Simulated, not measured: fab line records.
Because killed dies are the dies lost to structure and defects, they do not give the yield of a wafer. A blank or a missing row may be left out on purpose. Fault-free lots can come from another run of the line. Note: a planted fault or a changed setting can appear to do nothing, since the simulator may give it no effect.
Struck lot and sound lot, side by side | flow sky130 | 15 out of 708 route steps
Sound: these wafers, L518.3, L518.4, L518.5. The struck wafers were L527.4, L527.5, L527.6. At the end, the cause is stated.
At each step with rows: each side's tool, then ch and its chambers, then its first start. Under that, the readings that differ: sound wafers | struck wafers | difference of the means | sigmas: that difference in standard deviations of wafers without a fault.
alike: readings with means less than 2 such deviations apart, plus words and numbers identical on both sides. not compared: withheld readings, readings lacking a value on some wafer, bounds such as >300 that could conceal the same value, and numbers that have no deviation in the record and whose values overlap.
Wherever a step has rows on one side only, a row that says differs or no value, or a row with sigmas, the two part there. When numbers do not overlap yet have no deviation, they are printed without sigmas and do not part them. A reading missing from all wafers of one side parts the sides only when that side holds two or more wafers.

first, 7 steps without rows for these wafers: SKY_METAL4_HMDS_06 (prime time 60 s); SKY_METAL4_COAT_07 (resist thk 60 nm); SKY_METAL4_COAT_08 (resist thk 1140 nm); SKY_METAL4_SOFTBAKE_09 (time 90 s); SKY_METAL4_EXPOSE_10 (exposes mask MM4, target cd 300 nm); SKY_METAL4_PEB_11; SKY_METAL4_DEVELOP_12 (develop time 60 s).
SKY_METAL4_CD_MEAS_13 targets a cd of 300 nm.
  sound on cdSem-02, day 44 07:44; struck on cdSem-01, day 46 07:14
  alike: cdNm
SKY_METAL4_OVL_MEAS_14:
  sound on overlay-01, day 44 07:49; struck on overlay-01, day 46 07:19
  alike: METAL4_OVL
SKY_METAL4_DESCUM_15: chemistry O2, time 8 s.
  sound on rieMetal-03 ch 0,1, day 44 07:51; struck on rieMetal-04 ch 0,1, day 46 07:20
  alike: drypumpMotorCurrentA, oesProductAu
  not compared: rfHoursCounterH
SKY_METAL4_ETCH_16: etches BARC in N2/H2, stops on SiO2, time 88.2 s, target depth 60 nm.
  sound on rieMetal-03 ch 0,1, day 44 07:55; struck on rieMetal-04 ch 0,1, day 46 07:23
  alike: biasW, chamberPressureMTorr, drypumpMotorCurrentA, oesProductAu, throttleValvePct
  not compared: rfHoursCounterH
SKY_METAL4_ETCH_17: etches SiO2 in C4F8/O2/Ar, stops on TiN, time 3.9 s, target depth 15 nm.
  sound on rieDiel-01 ch 0,3, day 44 07:58; struck on rieDiel-04 ch 0,3, day 46 07:28
  alike: biasW, chamberPressureMTorr, oesProductAu
  not compared: rfHoursCounterH
SKY_METAL4_METAL_ETCH_18: etches the open film in Cl2/BCl3, stops on SiO2, target depth 845 nm, time 183.1 s.
  sound on rieMetal-04 ch 0,1, day 44 08:03; struck on rieMetal-03 ch 0, day 46 07:39
  no value came back on the struck wafers for any of 6 readings (bcl3FlowSccm (sccm), biasW (W) and others); on the sound wafers bcl3FlowSccm (sccm) reads 29.97 30.06 30.05
reading                                      | sound             | struck            | difference | sigmas
model.KrF-thick_of_METAL4_COAT_08.thkNm (nm) | 514.8 525.6 514.9 | 1075 1074 1074    | +556       | 
model.SiO2_of_VIA3_HDPCVD_00.thkNm (nm)      | 434.1 434.7 434.2 | 463.5 462.7 460.8 | +28.0      | 
  not compared: rfHoursCounterH
SKY_METAL4_STRIP_19: strips in O2/N2.
  sound on plasmaAsher-01 ch 0,1, day 44 08:12; struck on plasmaAsher-01 ch 0,1, day 46 07:52
reading                  | sound             | struck            | difference | sigmas
oesProductAu (a.u.)      | 0.500 0.510 0.496 | 0.707 0.717 0.717 | +0.212     | +38
stripTimeToEndpointS (s) | 6.40 6.53 6.40    | 11.85 11.83 11.81 | +5.39      | +63
  alike: drypumpMotorCurrentA
  not compared: rfHoursCounterH
then, 1 step without rows for these wafers: SKY_METAL4_STRIP_20 (strips in post etch residue remover, time 1200 s).

WHERE THEY PART
Earliest at SKY_METAL4_METAL_ETCH_18; latest, in this record, at SKY_METAL4_STRIP_19.

WHY: the cause the simulator had injected
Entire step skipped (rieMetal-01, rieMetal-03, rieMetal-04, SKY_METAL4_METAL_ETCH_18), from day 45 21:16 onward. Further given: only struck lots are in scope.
